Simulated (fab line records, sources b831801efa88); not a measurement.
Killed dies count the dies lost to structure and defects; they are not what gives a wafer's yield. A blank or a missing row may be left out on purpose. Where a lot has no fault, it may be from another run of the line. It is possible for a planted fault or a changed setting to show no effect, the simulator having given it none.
A struck lot beside a sound one / flow sky130 / 20 steps out of a route of 708
Sound: wafers L842.3, L842.4, L842.5. The struck wafers were L853.1, L853.3, L853.5. The cause is named last.
Order at every step that has rows: each side's tool, ch and its chambers, its first start. Under that, the readings that differ: sound wafers / struck wafers / difference of the means / sigmas: that difference in standard deviations of wafers without a fault.
alike: words and numbers the same on both sides, and readings whose means are apart by under 2 such deviations; not compared: readings that were withheld, readings missing a value for some wafer, numbers with overlapping values and no deviation given by the record, and bounds like >300 which may hide the same value.
A row with sigmas, a row that says differs or no value, or rows on one side alone: a step with any of these is where the two part. Numbers that have no deviation but don't overlap get no sigmas and don't part them. A reading that every wafer of one side lacks parts them only if that side has two wafers or more.

SKY_LDD_HVP_OVL_MEAS_07:
  sound on overlay-01 at day 23 02:04; struck on overlay-01 at day 27 04:06
  alike: LDD_HVP_OVL
then, 1 step without rows for these wafers: SKY_LDD_HVP_IMPLANT_08.
SKY_LDD_HVP_STRIP_09: strips in O2/N2.
  sound on plasma asher-01 ch 0,1, day 23 02:17; struck on plasma asher-02 ch 0,1, day 27 04:17
  alike: chamber pressure mTorr, drypump motor current A, oes product au, strip time to endpoint s
  not compared: rf hours counter h
SKY_LDD_HVP_TW_MEAS_10:
  sound on film metro-01 at day 23 02:22; struck on film metro-04 at day 27 04:23
  alike: LDD_HVP_TW
then, 7 steps without rows for these wafers: SKY_LDD_LDN_DEHYDRATE_00 (time 60 s); SKY_LDD_LDN_HMDS_01 (prime time 60 s); SKY_LDD_LDN_COAT_02 (resist thk 1140 nm); SKY_LDD_LDN_SOFTBAKE_03 (time 60 s); SKY_LDD_LDN_EXPOSE_04 (exposes mask LDNTM, target cd 700 nm); SKY_LDD_LDN_PEB_05; SKY_LDD_LDN_DEVELOP_06 (develop time 60 s).
SKY_LDD_LDN_OVL_MEAS_07:
  sound on overlay-02 at day 24 08:01; struck on overlay-02 at day 28 08:51
  alike: LDD_LDN_OVL
SKY_LDD_LDN_IMPLANT_08:
  sound on implanter-03 ch 0, day 24 08:05; struck on implanter-03 ch 0, day 28 08:53
reading=dose ions cm2; sound=1.2509e+13 1.2513e+13 1.2491e+13; struck=3.738e+12 3.745e+12 3.721e+12; difference=-8.770e+12; sigmas=-99 or more
reading=faraday current uA; sound=70.6 71.2 69.9; struck=21.4 20.5 21.4; difference=-49.5; sigmas=-33
then, 3 steps without rows for these wafers: SKY_LDD_LDN_IMPLANT_09; SKY_LDD_LDN_IMPLANT_10; SKY_LDD_LDN_IMPLANT_11.
SKY_LDD_LDN_STRIP_12: strips in O2/N2.
  sound on plasma asher-03 ch 0,1, day 24 08:40; struck on plasma asher-04 ch 0,1, day 28 09:29
  alike: chamber pressure mTorr, drypump motor current A, oes product au, strip time to endpoint s
  not compared: rf hours counter h
SKY_LDD_LDN_TW_MEAS_13:
  sound on film metro-01 at day 24 08:45; struck on film metro-02 at day 28 09:35
reading=LDD_LDN_TW; sound=1465 1462 1462; struck=1374 1365 1367; difference=-94; sigmas=-6
then, 1 step without rows for these wafers: SKY_LDD_LDN_CLEAN_14 (cleans in SC1/SC2, time 150 s).
-- record jumps: 21 days separate the struck wafers' starts on either side; left off in module LDD_LDN, taken up again in module PAD_OPEN, whose first shown step is the route's number 708 --
SKY_PAD_OPEN_PROBE_99:
  sound on prober-02 at day 46 15:07; struck on prober-02 at day 49 11:37
reading=model.etest.tip sonos.rs ohm sq; sound=2669 2689 2658; struck=2947 2953 3021; difference=+302; sigmas=
  alike: killed_at_M0_to_M3, killed_at_M4_up, killed at contacts, killed at front end, killed at other, killed dies, killed open, killed short

WHERE THEY PART
At SKY_LDD_LDN_IMPLANT_08 first; at SKY_LDD_LDN_TW_MEAS_13 last (within this record only). Later steps at which nothing parts them and some readings are alike: SKY_PAD_OPEN_PROBE_99.

WHY: the cause the simulator had injected
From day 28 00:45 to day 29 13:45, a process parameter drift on implanter-03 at SKY_LDD_LDN_IMPLANT_08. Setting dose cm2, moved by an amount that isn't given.
